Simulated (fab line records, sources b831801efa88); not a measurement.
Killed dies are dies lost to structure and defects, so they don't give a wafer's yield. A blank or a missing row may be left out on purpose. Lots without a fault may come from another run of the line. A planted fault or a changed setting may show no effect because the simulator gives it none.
Which tool did it? | flow gf180mcu | 13 lots, 39 wafers sampled, at 6 steps of a route of 602

WHAT THE GAUGES READ, wafer by wafer
GF_NWELL_TW_MEAS_11.
lot  | measured    | on            | NWELL_TW
L662 | day 3 07:40 | film_metro-01 | 1581 1579 1575
L663 | day 3 13:34 | film_metro-04 | 1569 1582 1579
L665 | day 3 22:42 | film_metro-04 | 1592 1599 1600
L667 | day 4 11:23 | film_metro-02 | 1570 1562 1563
L668 | day 4 14:19 | film_metro-02 | 1564 1573 1574
L669 | day 4 22:22 | film_metro-01 | 1558 1552 1554
L677 | day 6 18:16 | film_metro-02 | 1562 1556 1553
L678 | day 7 01:27 | film_metro-01 | 1577 1578 1578
L681 | day 7 16:10 | film_metro-02 | 1575 1579 1570
L682 | day 7 21:25 | film_metro-01 | 1564 1562 1580
L683 | day 8 03:50 | film_metro-01 | 1565 1566 1567
L684 | day 8 07:22 | film_metro-01 | 1559 1548 1553
L685 | day 8 18:33 | film_metro-01 | 1562 1560 1560

GF_LVPWELL_OVL_MEAS_07.
lot  | measured    | on         | LVPWELL_OVL (nm)
L662 | day 3 20:40 | overlay-02 | -1.3 -1.4 -1.5
L663 | day 4 01:59 | overlay-02 | 0.9 0.6 -0.1
L665 | day 4 12:19 | overlay-02 | -0.7 -1.7 -0.4
L667 | day 5 01:28 | overlay-01 | -2.1 0.9 0.0
L668 | day 5 03:58 | overlay-02 | -0.1 1.4 -0.2
L669 | day 5 12:08 | overlay-02 | - - -
L677 | day 7 09:13 | overlay-01 | -1.2 0.0 -0.5
L678 | day 7 16:28 | overlay-02 | -0.1 1.9 0.9
L681 | day 8 08:01 | overlay-02 | 1.2 1.6 -0.5
L682 | day 8 13:10 | overlay-01 | 1.1 0.4 1.5
L683 | day 8 20:26 | overlay-01 | 1.2 1.3 2.1
L684 | day 9 00:13 | overlay-02 | -1.8 0.5 0.4
L685 | day 9 10:45 | overlay-02 | -0.3 1.5 0.1

GF_LVPWELL_TW_MEAS_11.
lot  | measured    | on            | LVPWELL_TW
L662 | day 3 21:07 | film_metro-02 | 559 557 561
L663 | day 4 02:25 | film_metro-01 | 553 553 555
L665 | day 4 12:45 | film_metro-02 | 558 555 552
L667 | day 5 01:55 | film_metro-02 | 556 558 560
L668 | day 5 04:25 | film_metro-01 | 561 561 562
L669 | day 5 12:34 | film_metro-02 | 30 30 30
L677 | day 7 09:39 | film_metro-02 | 558 559 560
L678 | day 7 16:54 | film_metro-02 | 558 558 560
L681 | day 8 08:28 | film_metro-01 | 554 553 552
L682 | day 8 13:37 | film_metro-01 | 556 553 556
L683 | day 8 20:53 | film_metro-01 | 555 553 554
L684 | day 9 00:40 | film_metro-04 | 563 562 558
L685 | day 9 11:11 | film_metro-01 | 560 562 559

GF_VT_IMPLANT_OVL_MEAS_07.
lot  | measured     | on         | VT_IMPLANT_OVL (nm)
L662 | day 5 15:37  | overlay-01 | 0.9 -0.1 0.7
L663 | day 5 20:56  | overlay-01 | -0.6 -0.5 -1.3
L665 | day 6 09:07  | overlay-02 | -0.4 1.2 1.8
L667 | day 6 23:31  | overlay-02 | -1.4 -0.2 0.5
L668 | day 7 01:38  | overlay-02 | -0.6 0.6 0.3
L669 | day 7 10:25  | overlay-01 | -1.7 1.5 -0.6
L677 | day 9 11:49  | overlay-01 | -0.5 -1.2 -0.3
L678 | day 9 18:25  | overlay-01 | 1.3 0.4 4.6
L681 | day 10 11:34 | overlay-02 | -0.6 -0.2 0.5
L682 | day 10 19:16 | overlay-02 | 1.3 0.6 0.9
L683 | day 11 01:53 | overlay-01 | -1.4 0.3 -1.2
L684 | day 11 05:52 | overlay-01 | 2.0 2.0 -0.5
L685 | day 11 17:46 | overlay-01 | 1.3 0.5 -0.1

WHICH TOOL RAN EACH LOT (tool, then ch and the chambers of the sampled wafers, then the start)
lot  | GF_LVPWELL_EXPOSE_04               | GF_LVPWELL_STRIP_10
L662 | iline_stepper-01 ch 0, day 3 14:27 | plasma_asher-04 ch 0,1, day 3 21:01
L663 | iline_stepper-01 ch 0, day 3 19:38 | plasma_asher-03 ch 0,1, day 4 02:19
L665 | iline_stepper-01 ch 0, day 4 05:50 | plasma_asher-04 ch 0, day 4 12:39
L667 | iline_stepper-01 ch 0, day 4 18:08 | plasma_asher-04 ch 0,1, day 5 01:48
L668 | iline_stepper-01 ch 0, day 4 21:31 | plasma_asher-03 ch 0,1, day 5 04:19
L669 | iline_stepper-01 ch 0, day 5 04:58 | plasma_asher-02 ch 0,1, day 5 12:28
L677 | iline_stepper-02 ch 0, day 7 02:08 | plasma_asher-03 ch 1, day 7 09:32
L678 | iline_stepper-01 ch 0, day 7 08:58 | plasma_asher-02 ch 1, day 7 16:48
L681 | iline_stepper-01 ch 0, day 7 23:59 | plasma_asher-03 ch 0,1, day 8 08:21
L682 | iline_stepper-01 ch 0, day 8 05:23 | plasma_asher-03 ch 0,1, day 8 13:30
L683 | iline_stepper-01 ch 0, day 8 12:31 | plasma_asher-03 ch 0,1, day 8 20:47
L684 | iline_stepper-02 ch 0, day 8 15:54 | plasma_asher-03 ch 0,1, day 9 00:33
L685 | iline_stepper-01 ch 0, day 9 02:59 | plasma_asher-02 ch 0,1, day 9 11:05
- GF_LVPWELL_EXPOSE_04: exposes mask LVPWELL, target cd 600 nm.
- GF_LVPWELL_STRIP_10: strips in O2/N2.

WHAT THE TOOLS THEMSELVES READ (means of the sampled wafers that have a number; where no wafer has one, the mark that the record gives instead)
GF_LVPWELL_EXPOSE_04.
lot  | tool             | reticle_temp_C (C)
L662 | iline_stepper-01 | 22.98
L663 | iline_stepper-01 | 23.05
L665 | iline_stepper-01 | 22.94
L667 | iline_stepper-01 | 22.96
L668 | iline_stepper-01 | 22.90
L669 | iline_stepper-01 | 22.89
L677 | iline_stepper-02 | 23.13
L678 | iline_stepper-01 | 23.08
L681 | iline_stepper-01 | 23.13
L682 | iline_stepper-01 | 23.14
L683 | iline_stepper-01 | 22.97
L684 | iline_stepper-02 | 23.00
L685 | iline_stepper-01 | 23.01

GF_LVPWELL_STRIP_10.
lot  | tool            | drypump_motor_current_A (A) | heater_power_w (W) | o2_flow_sccm (sccm) | oes_product_au (a.u.) | strip_time_to_endpoint_s (s)
L662 | plasma_asher-04 | 6.0                         | 351                | 2996                | 0.718                 | 37.01
L663 | plasma_asher-03 | 6.2                         | 340                | 2999                | 0.723                 | 36.90
L665 | plasma_asher-04 | 5.3                         | 361                | 3001                | 0.724                 | 36.96
L667 | plasma_asher-04 | 6.0                         | 350                | 3012                | 0.720                 | 36.97
L668 | plasma_asher-03 | 6.2                         | 346                | 2988                | 0.720                 | 36.90
L669 | plasma_asher-02 | 5.7                         | 309                | 2999                | 0.720                 | 36.96
L677 | plasma_asher-03 | 5.2                         | 325                | 3013                | 0.722                 | 37.06
L678 | plasma_asher-02 | 5.6                         | 314                | 2998                | 0.720                 | 36.94
L681 | plasma_asher-03 | 6.2                         | 344                | 2996                | 0.719                 | 36.97
L682 | plasma_asher-03 | 6.1                         | 341                | 2994                | 0.721                 | 37.06
L683 | plasma_asher-03 | 6.1                         | 346                | 2994                | 0.725                 | 36.94
L684 | plasma_asher-03 | 5.7                         | 335                | 3004                | 0.720                 | 37.06
L685 | plasma_asher-02 | 5.7                         | 315                | 2990                | 0.721                 | 37.01

THE ANSWER, worked out from the rows above alone
Rule: what is usual is taken from the lots themselves. Put in order of their means at a reading, lots are off if they are a third of the lots or fewer, leave a main group of 4 or more, and stand apart from it by a gap of 3 or more times the standard deviation of the main group's means; of several such gaps the widest counts. A main group whose means are all the same, to the digits that the tables above print for the reading, isn't used. A lot without any number at a reading at which 4 lots or more have one is off too. The other lots that the step has rows for count as sound. The gauges are gone through in route order, then the tools' own readings, and for those a lot's mean is taken as printed above. The first step at which some lot is off is used, and at that step the reading that is off furthest; a lot without a number counts as furthest.
Off: L669, at GF_LVPWELL_OVL_MEAS_07 (LVPWELL_OVL). Without a number there: L669. The main group: mean 0.2 nm, standard deviation 0.84.
A tool fits if, at a process step before that reading, it ran every lot that is off, and no sound lot after the first of them. The gauges at GF_LVPWELL_OVL_MEAS_07 aren't tried: what is off there is off at GF_LVPWELL_TW_MEAS_11 too, on other tools, and a gauge's error can't cause that. None of those tried fits.

WHAT THE SIMULATOR HAD PUT IN
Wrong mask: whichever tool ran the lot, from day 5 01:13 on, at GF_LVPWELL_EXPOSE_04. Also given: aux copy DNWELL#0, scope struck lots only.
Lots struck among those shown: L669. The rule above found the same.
